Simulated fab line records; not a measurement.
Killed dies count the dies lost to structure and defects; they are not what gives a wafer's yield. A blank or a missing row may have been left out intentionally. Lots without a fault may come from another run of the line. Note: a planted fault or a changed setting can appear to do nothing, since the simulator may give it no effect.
Which of the tools did it? -- flow gf180mcu -- 14 lots (42 wafers sampled), 1 step of a 602-step route

## WHAT THE GAUGES READ, wafer by wafer
GF_M3_OVL_MEAS_15.
lot,measured,on,M3_OVL (nm)
L894,day 21 03:59,overlay-01,-8 -13 -12
L895,day 21 11:07,overlay-01,0 4 -2
L896,day 22 06:14,overlay-02,-1 1 4
L897,day 22 13:20,overlay-02,-3 -2 3
L898,day 22 17:29,overlay-02,-2 -3 2
L902,day 24 03:47,overlay-02,-5 -4 -4
L905,day 25 10:46,overlay-02,4 6 3
L907,day 26 04:20,overlay-02,-4 -2 -5
L908,day 26 14:31,overlay-01,-3 0 2
L911,day 27 11:44,overlay-01,1 -1 -8
L912,day 27 13:55,overlay-02,-1 -4 -3
L913,day 27 16:38,overlay-01,0 3 5
L914,day 28 03:26,overlay-01,-1 -8 -3
L915,day 28 05:45,overlay-01,4 6 8

## EACH LOT AND THE TOOL THAT RAN IT (in order: tool; ch and the chambers of the sampled wafers; start)
The record holds no process step before these readings.

## WHAT THE TOOLS THEMSELVES READ (means of the sampled wafers that have a number; where no wafer has one, the mark that the record gives instead)
The record holds no such reading with a usual standard deviation.

## THE ANSWER, worked out from the rows above alone
Rule: the usual values come from the lots themselves. The widest of any qualifying gaps counts: lots, ordered by their means at a reading, are off when they make up no more than a third of the lots, leave a main group of 4 or more, and stand apart from it by 3 or more times the standard deviation of that group's means. The tables above print the reading to a certain number of digits; a main group whose means all agree to those digits is not used. Also off: a lot with no number at a reading for which 4 or more lots have one. Any other lot the step has rows for is counted as sound. First the gauges in route order, then the tools' own readings, where a lot's mean is used as printed above. At the first step where some lot is off, the reading lying furthest off is the one used; lots without a number count as furthest.
No lot is off on any of the readings shown, so nothing can be concluded from this.

## WHAT THE SIMULATOR HAD PUT IN
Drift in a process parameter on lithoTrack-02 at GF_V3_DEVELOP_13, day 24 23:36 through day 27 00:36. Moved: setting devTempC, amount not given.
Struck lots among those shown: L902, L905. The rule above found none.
